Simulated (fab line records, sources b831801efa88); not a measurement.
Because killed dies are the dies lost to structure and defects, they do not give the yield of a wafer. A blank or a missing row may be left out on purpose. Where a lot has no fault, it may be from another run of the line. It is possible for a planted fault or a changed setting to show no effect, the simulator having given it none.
A single fault, viewed from 2 desks || flow sky130 || numbers are kept per desk, each desk with only its own; the story behind them comes last

THE TOOL OWNER'S DESK: lithoTrack-01
The tool's own readings at SKY_METAL2_DEVELOP_14 (develop time 60 s): means of the sampled wafers that have a number, for each lot that ran on this tool. Marked OUT: a lot whose mean sits more than 4 standard deviations from the usual mean, which makes it out of limits; the brackets give that distance.
Columns: A = chillPlateTempC at SKY_METAL2_DEVELOP_14, usual 23.01 C
{"lot": "L946", "first seen here": "day 35 19:00", "A": 23.15}
{"lot": "L962", "first seen here": "day 40 20:00", "A": 22.98}
{"lot": "L965", "first seen here": "day 41 09:00", "A": 23.10}
{"lot": "L966", "first seen here": "day 41 18:00", "A": 23.02}
This desk's verdict: no lot among the 4 shows anything out of limits.

METROLOGY DESK
Lot by lot, what the gauges showed, no matter which tool ran the lot: averages of those sampled wafers that carry a number. Marked OUT: a lot whose mean sits more than 4 standard deviations from the usual mean, which makes it out of limits; the brackets give that distance.
Columns: A = METAL2_ALCU_THK at SKY_METAL2_THK_MEAS_06, usual 244.0 nm
{"lot": "L944", "first seen here": "day 33 16:53", "A": 241.9}
{"lot": "L945", "first seen here": "day 34 12:19", "A": 241.1}
{"lot": "L946", "first seen here": "day 34 16:42", "A": 245.8}
{"lot": "L947", "first seen here": "day 35 10:32", "A": 241.5}
{"lot": "L949", "first seen here": "day 36 05:58", "A": 241.4}
{"lot": "L953", "first seen here": "day 37 01:53", "A": 247.1}
{"lot": "L954", "first seen here": "day 37 18:07", "A": 244.6}
{"lot": "L959", "first seen here": "day 39 05:19", "A": 244.9}
{"lot": "L960", "first seen here": "day 39 07:22", "A": 241.4}
{"lot": "L961", "first seen here": "day 39 10:44", "A": 244.6}
{"lot": "L962", "first seen here": "day 39 21:02", "A": 243.3}
{"lot": "L964", "first seen here": "day 40 06:15", "A": 249.1}
{"lot": "L965", "first seen here": "day 40 10:46", "A": 245.0}
{"lot": "L966", "first seen here": "day 40 19:42", "A": 246.7}
This desk's verdict: no lot among the 14 shows anything out of limits.

ALL TOGETHER
The desk of the tool owner found nothing out of limits.
Nothing out of limits was seen by the metrology desk.

WHAT HAD BEEN PUT IN BY THE SIMULATOR
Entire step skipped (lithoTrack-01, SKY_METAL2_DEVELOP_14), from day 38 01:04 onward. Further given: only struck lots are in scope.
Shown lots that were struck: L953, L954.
